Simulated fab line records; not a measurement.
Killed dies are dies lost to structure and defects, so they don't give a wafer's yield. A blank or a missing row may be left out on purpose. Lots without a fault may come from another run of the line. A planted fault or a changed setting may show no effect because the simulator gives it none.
fab line records / flow sky130 / part 2 of 2: steps 33 to 42 of 42
[record] lots = 5 wafers = 15 last_day = 50
route steps=708 shown SD_P@323 RES_XHIGH@332 SD_N@342 SALICIDE@361 LI_CONTACT@362
lots that met no fault: from a run of the same line without faults
start_h: hours from the record's first day to the start of the lot's first wafer shown / wait_h: hours since the lot's step before / " same as the row above / L1.1+2: a single row standing in for several wafers / - no value, or no start given / * or withheld: withheld / < > ~ a bound
route shown NAME@n: a module of which the file shows steps, and the number in the route of the first / usual: mean and standard deviation over wafers with no fault / same: alike in all rows / chamber/n: place in a boat / sites: each site's reading / _std_site: their standard deviation / _edge_site: outer sites' mean less inner sites' / radius_mm: for every site, how far away it sits from the centre of the wafer / mask NAME#n: copy n / behind: the last tool/chamber to shape the wafer / hold: reason for holding the lot/hours on hold/outcome of the hold / device: the n, p or np transistor that did not switch / end of line: tests run on the same wafers once the route is complete / step lacking rows: just its recipe / killed: the dies lost at the first sort to structure and to defects; this is not the yield of the wafer / map: the dies of a wafer, with x for killed, . for not killed, _ for no die there
set.NAME: the setting as run; set.NAME@STEP: as run at that earlier step / model.NAME: the simulator's own value behind a step, which no gauge read
certain route steps with their lots: each step a table, each wafer a row
services: the hour from which a tool's chamber was out of use, counted from the record's first day as start_h (under 0 if before that day), plus the number of hours and why
[[steps]]
[step SKY_SD_N_CLEAN_13]
[recipe] chemistry = SC1/SC2 mix = 1:4:20 temp_c = 70 time_s = 150 dry = n2_spin
[usual] bath_heat_duty_pct = 13.2/1.3
lot.wafer=L081.2 tool=wet_bench-03 chamber=1 start_h=708.47 wait_h=0.0 bath_heat_duty_pct=11.9
lot.wafer=L081.3 tool=wet_bench-03 chamber=1 start_h=708.47 wait_h=0.0 bath_heat_duty_pct=13.4
lot.wafer=L081.6 tool=wet_bench-03 chamber=1 start_h=708.47 wait_h=0.0 bath_heat_duty_pct=12.8
lot.wafer=L082.1 tool=wet_bench-01 chamber=2 start_h=711.10 wait_h=0.1 bath_heat_duty_pct=11.4
lot.wafer=L082.2 tool=wet_bench-01 chamber=2 start_h=711.10 wait_h=0.1 bath_heat_duty_pct=13.1
lot.wafer=L082.4 tool=wet_bench-01 chamber=2 start_h=711.10 wait_h=0.1 bath_heat_duty_pct=13.0
lot.wafer=L087.4 tool=wet_bench-03 chamber=2 start_h=755.94 wait_h=0.0 bath_heat_duty_pct=11.6
lot.wafer=L087.5 tool=wet_bench-03 chamber=2 start_h=755.94 wait_h=0.0 bath_heat_duty_pct=12.4
lot.wafer=L087.6 tool=wet_bench-03 chamber=2 start_h=755.94 wait_h=0.0 bath_heat_duty_pct=12.1
lot.wafer=L093.1 tool=wet_bench-01 chamber=2 start_h=807.90 wait_h=0.1 bath_heat_duty_pct=12.1
lot.wafer=L093.4 tool=wet_bench-01 chamber=2 start_h=807.90 wait_h=0.1 bath_heat_duty_pct=12.3
lot.wafer=L093.6 tool=wet_bench-01 chamber=2 start_h=807.90 wait_h=0.1 bath_heat_duty_pct=12.7
lot.wafer=L096.4 tool=wet_bench-01 chamber=0 start_h=833.30 wait_h=0.0 bath_heat_duty_pct=15.2
lot.wafer=L096.5 tool=wet_bench-01 chamber=0 start_h=833.30 wait_h=0.0 bath_heat_duty_pct=15.1
lot.wafer=L096.6 tool=wet_bench-01 chamber=0 start_h=833.30 wait_h=0.0 bath_heat_duty_pct=14.4
[step SKY_SD_N_RTA_14]
[recipe] temp_c = 1075 time_s = 2 idle_temp_c = 650 ramp_up_c_per_s = 150 ramp_down_c_per_s = 90 ambient = N2
[usual] chamber_o2_ppm = 2.003/0.02 lamp_power_pct = 15.73/0.055 wafer_temp_C_max = 1078.2/1.2
lot.wafer=L081.2 tool=rtp_anneal-02 chamber=0 start_h=708.53 wait_h=0.0 chamber_o2_ppm=1.989 lamp_power_pct=15.78 wafer_temp_C_max=1078.0
lot.wafer=L081.3 tool=rtp_anneal-02 chamber=0 start_h=708.53 wait_h=0.0 chamber_o2_ppm=1.966 lamp_power_pct=15.73 wafer_temp_C_max=1078.3
lot.wafer=L081.6 tool=rtp_anneal-02 chamber=0 start_h=708.53 wait_h=0.0 chamber_o2_ppm=2.025 lamp_power_pct=15.67 wafer_temp_C_max=1079.4
lot.wafer=L082.1 tool=rtp_anneal-01 chamber=0 start_h=711.15 wait_h=0.0 chamber_o2_ppm=1.944 lamp_power_pct=15.71 wafer_temp_C_max=1080.1
lot.wafer=L082.2 tool=rtp_anneal-01 chamber=0 start_h=711.15 wait_h=0.0 chamber_o2_ppm=1.985 lamp_power_pct=15.78 wafer_temp_C_max=1079.5
lot.wafer=L082.4 tool=rtp_anneal-01 chamber=0 start_h=711.15 wait_h=0.0 chamber_o2_ppm=1.948 lamp_power_pct=15.72 wafer_temp_C_max=1076.7
lot.wafer=L087.4 tool=rtp_anneal-01 chamber=0 start_h=756.02 wait_h=0.0 chamber_o2_ppm=2.003 lamp_power_pct=15.87 wafer_temp_C_max=1078.1
lot.wafer=L087.5 tool=rtp_anneal-01 chamber=0 start_h=756.02 wait_h=0.0 chamber_o2_ppm=2.003 lamp_power_pct=15.67 wafer_temp_C_max=1078.5
lot.wafer=L087.6 tool=rtp_anneal-01 chamber=0 start_h=756.02 wait_h=0.0 chamber_o2_ppm=2.001 lamp_power_pct=15.70 wafer_temp_C_max=1078.4
lot.wafer=L093.1 tool=rtp_anneal-01 chamber=0 start_h=807.95 wait_h=0.0 chamber_o2_ppm=2.008 lamp_power_pct=15.75 wafer_temp_C_max=1078.0
lot.wafer=L093.4 tool=rtp_anneal-01 chamber=0 start_h=807.95 wait_h=0.0 chamber_o2_ppm=1.970 lamp_power_pct=15.71 wafer_temp_C_max=1076.0
lot.wafer=L093.6 tool=rtp_anneal-01 chamber=0 start_h=807.95 wait_h=0.0 chamber_o2_ppm=2.008 lamp_power_pct=15.76 wafer_temp_C_max=1075.3
lot.wafer=L096.4 tool=rtp_anneal-01 chamber=0 start_h=833.38 wait_h=0.0 chamber_o2_ppm=2.011 lamp_power_pct=15.64 wafer_temp_C_max=1076.7
lot.wafer=L096.5 tool=rtp_anneal-01 chamber=0 start_h=833.38 wait_h=0.0 chamber_o2_ppm=1.997 lamp_power_pct=15.67 wafer_temp_C_max=1077.5
lot.wafer=L096.6 tool=rtp_anneal-01 chamber=0 start_h=833.38 wait_h=0.0 chamber_o2_ppm=1.983 lamp_power_pct=15.68 wafer_temp_C_max=1079.9
[step SKY_SD_N_RS_MEAS_16]
[recipe] thk_meas_gauge = four-point-probe
[usual] SD_N_RS = 68.60/0.18
lot.wafer=L081.2 tool=film_metro-04 chamber=- start_h=708.71 wait_h=0.1 SD_N_RS[ohm/sq]=68.69
lot.wafer=L081.3 tool=film_metro-04 chamber=- start_h=708.71 wait_h=0.1 SD_N_RS[ohm/sq]=68.50
lot.wafer=L081.6 tool=film_metro-04 chamber=- start_h=708.71 wait_h=0.1 SD_N_RS[ohm/sq]=68.66
lot.wafer=L082.1 tool=film_metro-03 chamber=- start_h=711.38 wait_h=0.1 SD_N_RS[ohm/sq]=68.50
lot.wafer=L082.2 tool=film_metro-03 chamber=- start_h=711.38 wait_h=0.1 SD_N_RS[ohm/sq]=68.48
lot.wafer=L082.4 tool=film_metro-03 chamber=- start_h=711.38 wait_h=0.1 SD_N_RS[ohm/sq]=68.55
lot.wafer=L087.4 tool=film_metro-02 chamber=- start_h=756.23 wait_h=0.1 SD_N_RS[ohm/sq]=68.86
lot.wafer=L087.5 tool=film_metro-02 chamber=- start_h=756.23 wait_h=0.1 SD_N_RS[ohm/sq]=68.84
lot.wafer=L087.6 tool=film_metro-02 chamber=- start_h=756.23 wait_h=0.1 SD_N_RS[ohm/sq]=68.72
lot.wafer=L093.1 tool=film_metro-03 chamber=- start_h=808.13 wait_h=0.1 SD_N_RS[ohm/sq]=68.33
lot.wafer=L093.4 tool=film_metro-03 chamber=- start_h=808.13 wait_h=0.1 SD_N_RS[ohm/sq]=68.56
lot.wafer=L093.6 tool=film_metro-03 chamber=- start_h=808.13 wait_h=0.1 SD_N_RS[ohm/sq]=68.52
lot.wafer=L096.4 tool=film_metro-02 chamber=- start_h=833.59 wait_h=0.1 SD_N_RS[ohm/sq]=68.88
lot.wafer=L096.5 tool=film_metro-02 chamber=- start_h=833.59 wait_h=0.1 SD_N_RS[ohm/sq]=68.91
lot.wafer=L096.6 tool=film_metro-02 chamber=- start_h=833.59 wait_h=0.1 SD_N_RS[ohm/sq]=68.92
[step SKY_SD_N_RS_MEAS_17]
[recipe] thk_meas_gauge = four-point-probe
[usual] SD_P_RS = 147.3/0.46
lot.wafer=L081.2 tool=film_metro-04 chamber=- start_h=708.83 wait_h=0.1 SD_P_RS[ohm/sq]=147.2
lot.wafer=L081.3 tool=film_metro-04 chamber=- start_h=708.83 wait_h=0.1 SD_P_RS[ohm/sq]=147.2
lot.wafer=L081.6 tool=film_metro-04 chamber=- start_h=708.83 wait_h=0.1 SD_P_RS[ohm/sq]=147.4
lot.wafer=L082.1 tool=film_metro-03 chamber=- start_h=711.50 wait_h=0.1 SD_P_RS[ohm/sq]=147.4
lot.wafer=L082.2 tool=film_metro-03 chamber=- start_h=711.50 wait_h=0.1 SD_P_RS[ohm/sq]=147.7
lot.wafer=L082.4 tool=film_metro-03 chamber=- start_h=711.50 wait_h=0.1 SD_P_RS[ohm/sq]=147.4
lot.wafer=L087.4 tool=film_metro-02 chamber=- start_h=756.35 wait_h=0.1 SD_P_RS[ohm/sq]=147.5
lot.wafer=L087.5 tool=film_metro-02 chamber=- start_h=756.35 wait_h=0.1 SD_P_RS[ohm/sq]=147.6
lot.wafer=L087.6 tool=film_metro-02 chamber=- start_h=756.35 wait_h=0.1 SD_P_RS[ohm/sq]=147.4
lot.wafer=L093.1 tool=film_metro-03 chamber=- start_h=808.25 wait_h=0.1 SD_P_RS[ohm/sq]=146.7
lot.wafer=L093.4 tool=film_metro-03 chamber=- start_h=808.25 wait_h=0.1 SD_P_RS[ohm/sq]=147.3
lot.wafer=L093.6 tool=film_metro-03 chamber=- start_h=808.25 wait_h=0.1 SD_P_RS[ohm/sq]=146.6
lot.wafer=L096.4 tool=film_metro-02 chamber=- start_h=833.71 wait_h=0.1 SD_P_RS[ohm/sq]=147.7
lot.wafer=L096.5 tool=film_metro-02 chamber=- start_h=833.71 wait_h=0.1 SD_P_RS[ohm/sq]=147.4
lot.wafer=L096.6 tool=film_metro-02 chamber=- start_h=833.71 wait_h=0.1 SD_P_RS[ohm/sq]=148.0
[step SKY_SD_N_RS_MEAS_18]
[recipe] thk_meas_gauge = four-point-probe
[usual] RES_XHIGH_RS = 333.6/1.3
lot.wafer=L081.2 tool=film_metro-04 chamber=- start_h=708.95 wait_h=0.1 RES_XHIGH_RS[ohm/sq]=333.1
lot.wafer=L081.3 tool=film_metro-04 chamber=- start_h=708.95 wait_h=0.1 RES_XHIGH_RS[ohm/sq]=333.8
lot.wafer=L081.6 tool=film_metro-04 chamber=- start_h=708.95 wait_h=0.1 RES_XHIGH_RS[ohm/sq]=333.7
lot.wafer=L082.1 tool=film_metro-03 chamber=- start_h=711.62 wait_h=0.1 RES_XHIGH_RS[ohm/sq]=334.4
lot.wafer=L082.2 tool=film_metro-03 chamber=- start_h=711.62 wait_h=0.1 RES_XHIGH_RS[ohm/sq]=335.7
lot.wafer=L082.4 tool=film_metro-03 chamber=- start_h=711.62 wait_h=0.1 RES_XHIGH_RS[ohm/sq]=335.9
lot.wafer=L087.4 tool=film_metro-02 chamber=- start_h=756.47 wait_h=0.1 RES_XHIGH_RS[ohm/sq]=333.8
lot.wafer=L087.5 tool=film_metro-02 chamber=- start_h=756.47 wait_h=0.1 RES_XHIGH_RS[ohm/sq]=335.3
lot.wafer=L087.6 tool=film_metro-02 chamber=- start_h=756.47 wait_h=0.1 RES_XHIGH_RS[ohm/sq]=334.7
lot.wafer=L093.1 tool=film_metro-03 chamber=- start_h=808.37 wait_h=0.1 RES_XHIGH_RS[ohm/sq]=333.7
lot.wafer=L093.4 tool=film_metro-03 chamber=- start_h=808.37 wait_h=0.1 RES_XHIGH_RS[ohm/sq]=332.5
lot.wafer=L093.6 tool=film_metro-03 chamber=- start_h=808.37 wait_h=0.1 RES_XHIGH_RS[ohm/sq]=332.8
lot.wafer=L096.4 tool=film_metro-02 chamber=- start_h=833.83 wait_h=0.1 RES_XHIGH_RS[ohm/sq]=334.3
lot.wafer=L096.5 tool=film_metro-02 chamber=- start_h=833.83 wait_h=0.1 RES_XHIGH_RS[ohm/sq]=333.9
lot.wafer=L096.6 tool=film_metro-02 chamber=- start_h=833.83 wait_h=0.1 RES_XHIGH_RS[ohm/sq]=334.0
[step SKY_SALICIDE_CLEAN_00]
[recipe] chemistry = HF-last time_s = 30 dilution = 100:1 dry = ipa_marangoni
lot.wafer=L081.2+3+6 tool=wet_bench-01 chamber=2 start_h=709.05 wait_h=0.1
lot.wafer=L082.1+2+4 tool=wet_bench-04 chamber=2 start_h=711.74 wait_h=0.1
lot.wafer=L087.4+5+6 tool=wet_bench-01 chamber=1 start_h=756.53 wait_h=0.0
lot.wafer=L093.1+4+6 tool=wet_bench-01 chamber=3 start_h=808.49 wait_h=0.1
lot.wafer=L096.4+5+6 tool=wet_bench-01 chamber=1 start_h=833.89 wait_h=0.0
[step SKY_LI_CONTACT_HDPCVD_00]
[recipe] material = PSG target_thk_nm = 930 sigma_open_frac = 0.3 time_s = 155 temp_c = 600 sih4_flow_sccm = 60 pressure_mtorr = 6
lot.wafer=L081.2+3+6 tool=hdpcvd-02 chamber=0,2,0 start_h=709.07 wait_h=0.0
lot.wafer=L082.1+2+4 tool=hdpcvd-02 chamber=2,0,1 start_h=711.76 wait_h=0.0
lot.wafer=L087.4+5+6 tool=hdpcvd-01 chamber=0,1,2 start_h=756.60 wait_h=0.1
lot.wafer=L093.1+4+6 tool=hdpcvd-02 chamber=0,1,2 start_h=808.50 wait_h=0.0
lot.wafer=L096.4+5+6 tool=hdpcvd-02 chamber=1,0,2 start_h=833.95 wait_h=0.1
[step SKY_LI_CONTACT_THK_MEAS_01]
[recipe] reads = PSG_of_LI_CONTACT_HDPCVD_00
[usual] LI_CONTACT_HDPCVD_THK = 936/15
lot.wafer=L081.2 tool=film_metro-02 chamber=- start_h=709.18 wait_h=0.1 LI_CONTACT_HDPCVD_THK[nm]=931
lot.wafer=L081.3 tool=film_metro-02 chamber=- start_h=709.18 wait_h=0.1 LI_CONTACT_HDPCVD_THK[nm]=937
lot.wafer=L081.6 tool=film_metro-02 chamber=- start_h=709.18 wait_h=0.1 LI_CONTACT_HDPCVD_THK[nm]=928
lot.wafer=L082.1 tool=film_metro-04 chamber=- start_h=711.86 wait_h=0.1 LI_CONTACT_HDPCVD_THK[nm]=940
lot.wafer=L082.2 tool=film_metro-04 chamber=- start_h=711.86 wait_h=0.1 LI_CONTACT_HDPCVD_THK[nm]=928
lot.wafer=L082.4 tool=film_metro-04 chamber=- start_h=711.86 wait_h=0.1 LI_CONTACT_HDPCVD_THK[nm]=920
lot.wafer=L087.4 tool=film_metro-04 chamber=- start_h=756.68 wait_h=0.0 LI_CONTACT_HDPCVD_THK[nm]=904
lot.wafer=L087.5 tool=film_metro-04 chamber=- start_h=756.68 wait_h=0.0 LI_CONTACT_HDPCVD_THK[nm]=938
lot.wafer=L087.6 tool=film_metro-04 chamber=- start_h=756.68 wait_h=0.0 LI_CONTACT_HDPCVD_THK[nm]=939
lot.wafer=L093.1 tool=film_metro-02 chamber=- start_h=808.61 wait_h=0.1 LI_CONTACT_HDPCVD_THK[nm]=932
lot.wafer=L093.4 tool=film_metro-02 chamber=- start_h=808.61 wait_h=0.1 LI_CONTACT_HDPCVD_THK[nm]=907
lot.wafer=L093.6 tool=film_metro-02 chamber=- start_h=808.61 wait_h=0.1 LI_CONTACT_HDPCVD_THK[nm]=941
lot.wafer=L096.4 tool=film_metro-03 chamber=- start_h=834.04 wait_h=0.0 LI_CONTACT_HDPCVD_THK[nm]=919
lot.wafer=L096.5 tool=film_metro-03 chamber=- start_h=834.04 wait_h=0.0 LI_CONTACT_HDPCVD_THK[nm]=927
lot.wafer=L096.6 tool=film_metro-03 chamber=- start_h=834.04 wait_h=0.0 LI_CONTACT_HDPCVD_THK[nm]=929
[step SKY_LI_CONTACT_CMP_02]
[recipe] material = PSG down_force_psi = 4 platen_rpm = 60 pad_velocity_m_s = 0.94248
[usual] motor_current_A = 12.1/0.71 platen_rpm = 60.01/0.035 retaining_ring_pressure_frac = 1.001/0.0046 time_to_endpoint_s = 32.7/3
lot.wafer=L081.3 tool=cmp-02 chamber=2 start_h=709.23 wait_h=0.0 motor_current_A=13.1 platen_rpm=60.05 retaining_ring_pressure_frac=0.999 time_to_endpoint_s=31.2
lot.wafer=L081.2 tool=cmp-02 chamber=3 start_h=709.23 wait_h=0.0 motor_current_A=11.7 platen_rpm=60.02 retaining_ring_pressure_frac=1.000 time_to_endpoint_s=29.1
lot.wafer=L081.6 tool=cmp-02 chamber=3 start_h=709.23 wait_h=0.0 motor_current_A=11.3 platen_rpm=60.05 retaining_ring_pressure_frac=1.000 time_to_endpoint_s=27.6
lot.wafer=L082.1 tool=cmp-01 chamber=1 start_h=711.97 wait_h=0.1 motor_current_A=11.2 platen_rpm=59.94 retaining_ring_pressure_frac=1.008 time_to_endpoint_s=32.9
lot.wafer=L082.4 tool=cmp-01 chamber=2 start_h=711.97 wait_h=0.1 motor_current_A=12.1 platen_rpm=60.01 retaining_ring_pressure_frac=0.994 time_to_endpoint_s=31.3
lot.wafer=L082.2 tool=cmp-01 chamber=3 start_h=711.97 wait_h=0.1 motor_current_A=12.1 platen_rpm=60.03 retaining_ring_pressure_frac=1.006 time_to_endpoint_s=29.8
lot.wafer=L087.4 tool=cmp-01 chamber=0 start_h=756.88 wait_h=0.2 motor_current_A=12.3 platen_rpm=60.02 retaining_ring_pressure_frac=1.009 time_to_endpoint_s=34.8
lot.wafer=L087.6 tool=cmp-01 chamber=1 start_h=756.88 wait_h=0.2 motor_current_A=10.7 platen_rpm=60.03 retaining_ring_pressure_frac=1.001 time_to_endpoint_s=34.7
lot.wafer=L087.5 tool=cmp-01 chamber=2 start_h=756.88 wait_h=0.2 motor_current_A=13.1 platen_rpm=60.04 retaining_ring_pressure_frac=1.003 time_to_endpoint_s=35.4
lot.wafer=L093.1 tool=cmp-02 chamber=3 start_h=808.81 wait_h=0.2 motor_current_A=11.3 platen_rpm=60.00 retaining_ring_pressure_frac=1.001 time_to_endpoint_s=27.5
lot.wafer=L093.4 tool=cmp-02 chamber=1 start_h=808.81 wait_h=0.2 motor_current_A=12.3 platen_rpm=60.02 retaining_ring_pressure_frac=0.991 time_to_endpoint_s=28.7
lot.wafer=L093.6 tool=cmp-02 chamber=3 start_h=808.81 wait_h=0.2 motor_current_A=11.8 platen_rpm=60.01 retaining_ring_pressure_frac=1.002 time_to_endpoint_s=28.1
lot.wafer=L096.4 tool=cmp-02 chamber=2 start_h=834.22 wait_h=0.2 motor_current_A=12.3 platen_rpm=60.02 retaining_ring_pressure_frac=1.002 time_to_endpoint_s=28.3
lot.wafer=L096.6 tool=cmp-02 chamber=3 start_h=834.22 wait_h=0.2 motor_current_A=11.1 platen_rpm=60.00 retaining_ring_pressure_frac=1.001 time_to_endpoint_s=25.2
lot.wafer=L096.5 tool=cmp-02 chamber=0 start_h=834.22 wait_h=0.2 motor_current_A=12.1 platen_rpm=60.02 retaining_ring_pressure_frac=1.005 time_to_endpoint_s=32.6
[step SKY_LI_CONTACT_BOW_MEAS_03]
[recipe] mode = bow
[usual] LI_CONTACT_BOW = 57/7.4
lot.wafer=L081.2 tool=film_metro-02 chamber=- start_h=709.55 wait_h=0.2 LI_CONTACT_BOW[um]=52
lot.wafer=L081.3 tool=film_metro-02 chamber=- start_h=709.55 wait_h=0.2 LI_CONTACT_BOW[um]=55
lot.wafer=L081.6 tool=film_metro-02 chamber=- start_h=709.55 wait_h=0.2 LI_CONTACT_BOW[um]=48
lot.wafer=L082.1 tool=film_metro-03 chamber=- start_h=712.22 wait_h=0.2 LI_CONTACT_BOW[um]=52
lot.wafer=L082.2 tool=film_metro-03 chamber=- start_h=712.22 wait_h=0.2 LI_CONTACT_BOW[um]=63
lot.wafer=L082.4 tool=film_metro-03 chamber=- start_h=712.22 wait_h=0.2 LI_CONTACT_BOW[um]=66
lot.wafer=L087.4 tool=film_metro-02 chamber=- start_h=757.09 wait_h=0.2 LI_CONTACT_BOW[um]=51
lot.wafer=L087.5 tool=film_metro-02 chamber=- start_h=757.09 wait_h=0.2 LI_CONTACT_BOW[um]=62
lot.wafer=L087.6 tool=film_metro-02 chamber=- start_h=757.09 wait_h=0.2 LI_CONTACT_BOW[um]=54
lot.wafer=L093.1 tool=film_metro-02 chamber=- start_h=809.11 wait_h=0.2 LI_CONTACT_BOW[um]=58
lot.wafer=L093.4 tool=film_metro-02 chamber=- start_h=809.11 wait_h=0.2 LI_CONTACT_BOW[um]=51
lot.wafer=L093.6 tool=film_metro-02 chamber=- start_h=809.11 wait_h=0.2 LI_CONTACT_BOW[um]=57
lot.wafer=L096.4 tool=film_metro-04 chamber=- start_h=834.43 wait_h=0.2 LI_CONTACT_BOW[um]=57
lot.wafer=L096.5 tool=film_metro-04 chamber=- start_h=834.43 wait_h=0.2 LI_CONTACT_BOW[um]=58
lot.wafer=L096.6 tool=film_metro-04 chamber=- start_h=834.43 wait_h=0.2 LI_CONTACT_BOW[um]=61
[[services]]
tool=cmp-02 chamber=- start_h=643.94 hours=0.2 kind=repair
tool=iline_stepper-02 chamber=- start_h=645.67 hours=2.1 kind=pm
tool=implanter-04 chamber=- start_h=651.21 hours=9.9 kind=repair
tool=plasma_asher-01 chamber=- start_h=653.95 hours=1.4 kind=repair
tool=plasma_asher-04 chamber=- start_h=654.22 hours=2.8 kind=pm
tool=cmp-02 chamber=- start_h=692.96 hours=1.1 kind=repair
tool=implanter-02 chamber=- start_h=702.42 hours=0.8 kind=repair
tool=cmp-01 chamber=- start_h=715.40 hours=0.7 kind=repair
tool=plasma_asher-03 chamber=- start_h=717.84 hours=0.6 kind=repair
tool=cmp-01 chamber=- start_h=719.98 hours=0.8 kind=repair
tool=implanter-02 chamber=- start_h=724.22 hours=4.8 kind=repair
tool=cmp-01 chamber=- start_h=730.58 hours=0.5 kind=repair
tool=plasma_asher-03 chamber=- start_h=733.75 hours=9.0 kind=pm
tool=cmp-02 chamber=- start_h=736.22 hours=7.1 kind=pm
tool=plasma_asher-03 chamber=- start_h=745.64 hours=1.0 kind=repair
tool=implanter-04 chamber=- start_h=762.80 hours=2.0 kind=repair
tool=plasma_asher-04 chamber=- start_h=778.82 hours=2.6 kind=repair
tool=iline_stepper-02 chamber=- start_h=782.24 hours=9.0 kind=repair
tool=iline_stepper-02 chamber=- start_h=791.19 hours=1.7 kind=pm
tool=cmp-02 chamber=- start_h=814.45 hours=0.3 kind=repair
tool=implanter-01 chamber=- start_h=818.16 hours=1.2 kind=repair
tool=iline_stepper-01 chamber=- start_h=821.81 hours=1.7 kind=pm
tool=plasma_asher-03 chamber=- start_h=823.44 hours=1.9 kind=repair
tool=hdpcvd-02 chamber=- start_h=829.35 hours=2.8 kind=pm
